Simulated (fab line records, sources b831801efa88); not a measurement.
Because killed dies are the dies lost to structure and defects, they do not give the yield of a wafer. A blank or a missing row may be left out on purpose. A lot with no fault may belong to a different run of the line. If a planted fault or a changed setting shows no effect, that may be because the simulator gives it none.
Chamber matching :: flow sky130 :: SKY_CONTACT_ETCH_18 on rieDiel-04 has 4 sister chambers
The step etches Si3N4 in CHF3/O2, stops on TiN, time 39 s, target depth 75 nm. 4 wafers are shown with their chamber, then 7 later ones without.

EACH WAFER AND ITS CHAMBER
wafer: L445.3
chamber: 0
throttleValvePct (%): 8.798

wafer: L445.5
chamber: 2
throttleValvePct (%): 8.788

wafer: L448.3
chamber: 3
throttleValvePct (%): 8.799

wafer: L448.4
chamber: 1
throttleValvePct (%): 8.805

WAFERS WHOSE CHAMBER IS MISSING
wafer: L448.6
throttleValvePct (%): 8.787

wafer: L450.1
throttleValvePct (%): 8.783

wafer: L450.2
throttleValvePct (%): 8.784

wafer: L450.6
throttleValvePct (%): 8.779

wafer: L451.1
throttleValvePct (%): 8.793

wafer: L451.2
throttleValvePct (%): 8.792

wafer: L451.4
throttleValvePct (%): 8.806

THE CHAMBER EACH PASSED THROUGH
wafer: L448.6
from the rows above: 2
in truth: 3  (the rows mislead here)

wafer: L450.1
from the rows above: 2
in truth: 2

wafer: L450.2
from the rows above: 2
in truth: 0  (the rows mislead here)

wafer: L450.6
from the rows above: 2
in truth: 2

wafer: L451.1
from the rows above: can't be placed: 2 or 0 or 3 or 1
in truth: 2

wafer: L451.2
from the rows above: can't be placed: 2 or 0 or 3 or 1
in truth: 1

wafer: L451.4
from the rows above: can't be placed: 1 or 3 or 0
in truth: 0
Placed correctly: 2 of 7. Unplaceable from these rows: 3, with the true chamber sitting among the candidates in 3. Number placed wrongly: 2.
How it was worked out, from the rows above alone: a wafer's distance from a chamber is the root of the sum, over the readings, of the square of ((its reading less the chamber's mean) divided by the reading's scatter). If the next closest chamber is less than 2 further off than the closest, the wafer can't be placed; otherwise it belongs to the closest. For every chamber, the mean is computed from those of its wafers that are shown. The scatter: with one shown wafer a chamber, the root of the mean of the squares of how far each hidden wafer lies from its nearest shown one.
